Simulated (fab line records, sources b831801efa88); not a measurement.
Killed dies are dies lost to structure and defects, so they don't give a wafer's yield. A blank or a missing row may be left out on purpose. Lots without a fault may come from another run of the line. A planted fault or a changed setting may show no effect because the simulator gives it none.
Split-lot experiment | flow sky130 | 5 lots, 23 wafers read, on a route of 708 steps

THE SPLIT
At SKY_NWELL_IMPLANT_11, the setting dose_cm2 was moved away from the recipe's 1.9e+13 on 6 of the 23 wafers read, by +3.9% to +4.4%. The other wafers ran this setting at the recipe's value.

FROM THE SPLIT TO THE READING: what the file shows between them, 4 steps
- SKY_NWELL_IMPLANT_24 (also split here: energy_kev)
- SKY_NWELL_STRIP_25: strips in O2/N2
- SKY_NWELL_CLEAN_27: cleans in SC1/SC2, time 150 s
- SKY_NWELL_RTA_28: time 30 s

THE READING
NWELL_RS, in ohm/sq, at SKY_NWELL_RS_MEAS_29 (measures by four-point-probe). Fault-free wafers of this fab line usually give 624.3 ohm/sq, standard deviation 1.4 ohm/sq.

wafer  | tool, chamber at the split | dose_cm2 as run | against the recipe | NWELL_RS, ohm/sq | against lot-mates on the recipe
L076.1 | implanter-02, 0            | 1.983e+13       | +4.4%              | 609.6            | -13.0
L076.2 | implanter-02, 0            | 1.9e+13         | recipe             | 624.4            | -
L076.3 | implanter-02, 0            | 1.9e+13         | recipe             | 620.8            | -
L076.5 | implanter-02, 0            | 1.983e+13       | +4.4%              | 609.8            | -12.8
L076.6 | implanter-02, 0            | 1.983e+13       | +4.4%              | 607.9            | -14.7
L077.2 | implanter-04, 0            | 1.9e+13         | recipe             | 625.0            | -
L077.3 | implanter-04, 0            | 1.9e+13         | recipe             | 626.0            | -
L077.4 | implanter-04, 0            | 1.9e+13         | recipe             | 622.9            | -
L077.5 | implanter-04, 0            | 1.9e+13         | recipe             | 625.7            | -
L077.6 | implanter-04, 0            | 1.9e+13         | recipe             | 625.6            | -
L079.2 | implanter-04, 0            | 1.9e+13         | recipe             | 625.3            | -
L079.3 | implanter-04, 0            | 1.9e+13         | recipe             | 624.6            | -
L079.4 | implanter-04, 0            | 1.9e+13         | recipe             | 626.2            | -
L079.5 | implanter-04, 0            | 1.9e+13         | recipe             | 625.4            | -
L079.6 | implanter-04, 0            | 1.9e+13         | recipe             | 622.5            | -
L081.2 | implanter-04, 0            | 1.9e+13         | recipe             | 623.8            | -
L081.4 | implanter-04, 0            | 1.9e+13         | recipe             | 624.8            | -
L081.6 | implanter-04, 0            | 1.9e+13         | recipe             | 623.9            | -
L085.1 | implanter-04, 0            | 1.974e+13       | +3.9%              | 611.7            | -13.5
L085.2 | implanter-04, 0            | 1.974e+13       | +3.9%              | 611.6            | -13.6
L085.4 | implanter-04, 0            | 1.9e+13         | recipe             | 623.8            | -
L085.5 | implanter-04, 0            | 1.974e+13       | +3.9%              | 611.2            | -14.0
L085.6 | implanter-04, 0            | 1.9e+13         | recipe             | 626.6            | -

THE FIT
A straight line over all 23 wafers: NWELL_RS changes by -3.46 ohm/sq for each +1% of dose_cm2; r = -0.98; the points scatter about the line by 1.4 ohm/sq.
The same after taking each lot's own level away (the mean of its wafers on the recipe; 23 wafers): -3.28 ohm/sq for each +1%; r = -0.98; scatter 1.2 ohm/sq.
On that fit, the largest move of dose_cm2 shifts the reading by 14 ohm/sq.
The lots' own levels span 622.60 to 625.20 ohm/sq, that is 1.9 times the standard deviation above.
So the lot-to-lot level changes the slope little: the two slopes agree.
Check: with one of the wafers moved furthest among these (+4.4%) left out of the fit, the line predicts -14.6 ohm/sq for it against its lot-mates. It came out at -13 ohm/sq against them.

OTHER SPLITS ON THESE WAFERS
These wafers also went through other splits before the reading. Each is held against what the fit with the lots' levels taken away leaves over:
other split on the same wafers   | wafers away from the commonest value | r with NWELL_RS (lot level and that fit taken away)
SKY_FIELD_ISO_EXPOSE_10 dose_mj  | 7                                    | -0.18
SKY_DNWELL_COAT_02 resist_thk_nm | 8                                    | -0.06
SKY_NWELL_IMPLANT_24 energy_kev  | 11                                   | +0.09

THE FILE'S OWN FIT
NWELL_RS changes by -3.28 ohm/sq for each +1% of dose_cm2, r = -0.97.
